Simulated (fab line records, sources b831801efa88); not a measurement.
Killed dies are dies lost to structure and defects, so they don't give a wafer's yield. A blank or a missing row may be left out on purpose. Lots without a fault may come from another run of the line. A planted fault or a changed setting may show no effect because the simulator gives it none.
One fault seen from 2 desks | flow gf180mcu | each desk has only its own numbers; what lay behind them comes last

THE TOOL OWNER'S DESK: pvd_sputter-04
The tool's own readings at GF_SALICIDE_SPUTTER_02 (material Co, target thk 10 nm, time 20 s): means of the sampled wafers that have a number, for each lot that ran on this tool. A lot is out of limits, marked OUT, if its mean lies more than 4 standard deviations from the usual mean; the brackets give that distance.
Columns: A = throttle_valve_pct at GF_SALICIDE_SPUTTER_02, usual 30.4 %
lot  | first seen here | A
L923 | day 16 04:42    | 30.2
L927 | day 17 11:53    | 30.0
L928 | day 18 01:59    | 30.2
L930 | day 18 23:33    | 29.7
L932 | day 19 02:50    | 29.8
L937 | day 21 02:18    | 29.8
This desk's finding: nothing out of limits on any of the 6 lots.

THE METROLOGY DESK
What the gauges read, lot by lot, whatever tool the lot ran on: means of the sampled wafers that have a number. A lot is out of limits, marked OUT, if its mean lies more than 4 standard deviations from the usual mean; the brackets give that distance.
Columns: A = SALICIDE_TIN_RS at GF_SALICIDE_RS_MEAS_04, usual 16.27 ohm/sq; B = CONTACT_BOW at GF_CONTACT_BOW_MEAS_05, usual 66 um
lot  | first seen here | A     | B
L923 | day 16 04:45    | 16.42 | 66
L924 | day 16 23:43    | 16.12 | 69
L926 | day 17 06:14    | 16.32 | 68
L927 | day 17 11:56    | 16.38 | 65
L928 | day 18 02:02    | 16.08 | 80
L930 | day 18 23:36    | 15.92 | 60
L932 | day 19 02:54    | 16.53 | 69
L931 | day 19 05:13    | 16.42 | 61
L934 | day 20 02:28    | 16.31 | 62
L937 | day 21 02:22    | 16.04 | 63
L942 | day 22 18:37    | 16.35 | 68
L943 | day 23 06:00    | 15.97 | 69
L944 | day 23 11:01    | 16.30 | 62
This desk's finding: nothing out of limits on any of the 13 lots.

PUT TOGETHER
The tool owner's desk saw nothing out of limits.
The metrology desk saw nothing out of limits.

WHAT THE SIMULATOR HAD PUT IN
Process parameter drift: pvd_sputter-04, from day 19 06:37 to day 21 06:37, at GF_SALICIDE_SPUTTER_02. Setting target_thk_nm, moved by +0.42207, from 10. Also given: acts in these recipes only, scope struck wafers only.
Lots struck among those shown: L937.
